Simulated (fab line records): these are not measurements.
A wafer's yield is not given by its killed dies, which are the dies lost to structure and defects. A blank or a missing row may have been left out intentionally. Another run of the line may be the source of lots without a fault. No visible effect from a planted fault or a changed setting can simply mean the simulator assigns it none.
Comparing a struck lot with a sound one :: flow sky130 :: 30 out of 708 route steps
Sound: wafers L287.3, L287.4, L287.6. Wafers L295.2, L295.3, L295.5 were the ones struck. The cause is given at the end.
Per side, at each step with rows, come the tool, then ch with its chambers, and then its first start. Under that, the readings that differ: sound wafers :: struck wafers :: difference of the means :: sigmas: that difference in standard deviations of wafers without a fault.
alike: words and numbers the same on both sides, and readings whose means are apart by under 2 such deviations; not compared: readings that were withheld, readings missing a value for some wafer, numbers with overlapping values and no deviation given by the record, and bounds like >300 which may hide the same value.
A row with sigmas, a row that says differs or no value, or rows on one side alone: a step with any of these is where the two part. Numbers that don't overlap but have no deviation are shown without sigmas and don't part them. Lack of a reading on every wafer of one side parts them only where that side has two or more wafers.

SKY_PWDE_STRIP_09: strips in O2/N2.
  sound on plasma asher-04 ch 0,1, day 6 01:02; struck on plasma asher-03 ch 0,1, day 7 11:04
  alike: drypump motor current A, oes product au, strip time to endpoint s
  not compared: rf hours counter h
SKY_PWDE_TW_MEAS_10:
  sound on film metro-02 at day 6 01:07; struck on film metro-04 at day 7 11:11
  alike: PWDE_TW
then, 7 steps without rows for these wafers: SKY_NWELL_DEHYDRATE_03 (time 60 s); SKY_NWELL_HMDS_04 (prime time 60 s); SKY_NWELL_COAT_05 (resist thk 3000 nm); SKY_NWELL_SOFTBAKE_06; SKY_NWELL_EXPOSE_07 (exposes mask NWM, target cd 840 nm); SKY_NWELL_PEB_08; SKY_NWELL_DEVELOP_09 (develop time 60 s).
SKY_NWELL_OVL_MEAS_10:
  sound on overlay-02 at day 6 19:59; struck on overlay-02 at day 8 06:22
reading: NWELL_00_OVL (nm)
sound: -1.6 1.0 -0.2
struck: -4.2 -2.9 -4.0
difference: -3.4
sigmas: -2
then, 2 steps without rows for these wafers: SKY_NWELL_IMPLANT_11; SKY_NWELL_IMPLANT_12.
SKY_NWELL_IMPLANT_13:
  sound on implanter-02 ch 0, day 6 20:21; struck on implanter-01 ch 0, day 8 06:43
reading: beam on s (s)
sound: 9.98 10.20 10.32
struck: 12.39 12.66 12.51
difference: +2.35
sigmas: +12

reading: faraday current uA
sound: 3.96 3.89 3.83
struck: 3.17 3.14 3.15
difference: -0.74
sigmas: -10
SKY_NWELL_STRIP_14: strips in O2/N2.
  sound on plasma asher-04 ch 0,1, day 6 20:29; struck on plasma asher-01 ch 0,1, day 8 06:50
reading: drypump motor current A (A)
sound: 6.2 6.1 6.2
struck: 4.9 4.9 5.7
difference: -1.0
sigmas: -2

reading: strip time to endpoint s (s)
sound: 36.64 36.71 36.76
struck: 36.98 36.85 36.89
difference: +0.20
sigmas: +2
  alike: oes product au
  not compared: rf hours counter h
SKY_NWELL_TW_MEAS_15:
  sound on film metro-01 at day 6 20:34; struck on film metro-01 at day 8 06:57
  alike: NWELL_TW
then, 7 steps without rows for these wafers: SKY_NWELL_DEHYDRATE_16 (time 60 s); SKY_NWELL_HMDS_17 (prime time 60 s); SKY_NWELL_COAT_18 (resist thk 3000 nm); SKY_NWELL_SOFTBAKE_19; SKY_NWELL_EXPOSE_20 (exposes mask NWM COMPLEMENT, target cd 840 nm); SKY_NWELL_PEB_21; SKY_NWELL_DEVELOP_22 (develop time 60 s).
SKY_NWELL_OVL_MEAS_23:
  sound on overlay-02 at day 7 16:14; struck on overlay-02 at day 9 02:52
  alike: NWELL_01_OVL
next, for these wafers, 1 step has no rows: SKY_NWELL_IMPLANT_24.
SKY_NWELL_STRIP_25: strips in O2/N2.
  sound on plasma asher-04 ch 0,1, day 7 16:26; struck on plasma asher-04 ch 0,1, day 9 03:02
  alike: drypump motor current A, oes product au, strip time to endpoint s
  not compared: rf hours counter h
SKY_NWELL_TW_MEAS_26:
  sound on film metro-01 at day 7 16:31; struck on film metro-01 at day 9 03:09
  alike: NWELL_2_TW
then, 1 step without rows for these wafers: SKY_NWELL_CLEAN_27 (cleans in SC1/SC2, time 150 s).
SKY_NWELL_RTA_28: time 30 s.
  sound on rtp anneal-02 ch 0, day 7 16:38; struck on rtp anneal-02 ch 0, day 9 03:16
  alike: lamp power pct, wafer_temp_C_max
SKY_NWELL_RS_MEAS_29: the measuring method here is four-point-probe.
  sound on film metro-04 at day 7 16:45; struck on film metro-04 at day 9 03:22
reading: NWELL_RS (ohm/sq)
sound: 622.4 620.3 621.3
struck: 613.5 614.3 613.8
difference: -7.5
sigmas: -5
-- the record jumps here: 41 days lie between the struck wafers' starts before and after (it left off in module NWELL and takes up again in module PAD_OPEN, whose first step shown is number 708 of the route) --
SKY_PAD_OPEN_PROBE_99:
  sound on prober-01 at day 48 05:53; struck on prober-01 at day 49 20:38
reading: model.etest.pfet_01v8_lvt.drive ua um
sound: 175.8 176.1 172.4
struck: 170.3 167.8 171
difference: -5.1
sigmas: 

reading: model.etest.pfet_01v8_lvt.off log10 a um
sound: -8.849 -8.889 -9.029
struck: -9.43 -9.515 -9.484
difference: -0.55
sigmas: 

reading: model.etest.pfet g5v0d10v5.off log10 a um
sound: -12.74 -12.93 -12.91
struck: -13.39 -13.34 -13.34
difference: -0.50
sigmas: 

reading: model.etest.pfet g5v0d10v5.vt sat v (V)
sound: -0.6353 -0.6722 -0.6715
struck: -0.7307 -0.7182 -0.7117
difference: -0.0605
sigmas: 

reading: model.etest.pfet_16v.vt v (V)
sound: -1.094 -1.1 -1.107
struck: -1.177 -1.175 -1.181
difference: -0.077
sigmas: 

reading: model.etest.pfet g5v0d10v5.vt v (V)
sound: -0.829 -0.8583 -0.8638
struck: -0.9074 -0.8959 -0.8906
difference: -0.0476
sigmas: 

reading: model.etest.pfet g5v0d10v5.vt long v (V)
sound: -0.9267 -0.9331 -0.9371
struck: -0.9927 -0.9976 -1.002
difference: -0.0651
sigmas: 

reading: model.etest.pfet_01v8_lvt.vt sat v (V)
sound: -0.4418 -0.4373 -0.4461
struck: -0.4894 -0.4982 -0.4961
difference: -0.0528
sigmas: 
  alike: killed_at_M0_to_M3, killed_at_M4_up, killed at contacts, killed at front end, killed at other, killed dies, killed open, killed short

== WHERE THEY PART ==
First at SKY_NWELL_OVL_MEAS_10; last, within this record, at SKY_NWELL_RS_MEAS_29. Later steps at which nothing parts them and some readings are alike: SKY_PAD_OPEN_PROBE_99.

WHY: what the simulator had put in
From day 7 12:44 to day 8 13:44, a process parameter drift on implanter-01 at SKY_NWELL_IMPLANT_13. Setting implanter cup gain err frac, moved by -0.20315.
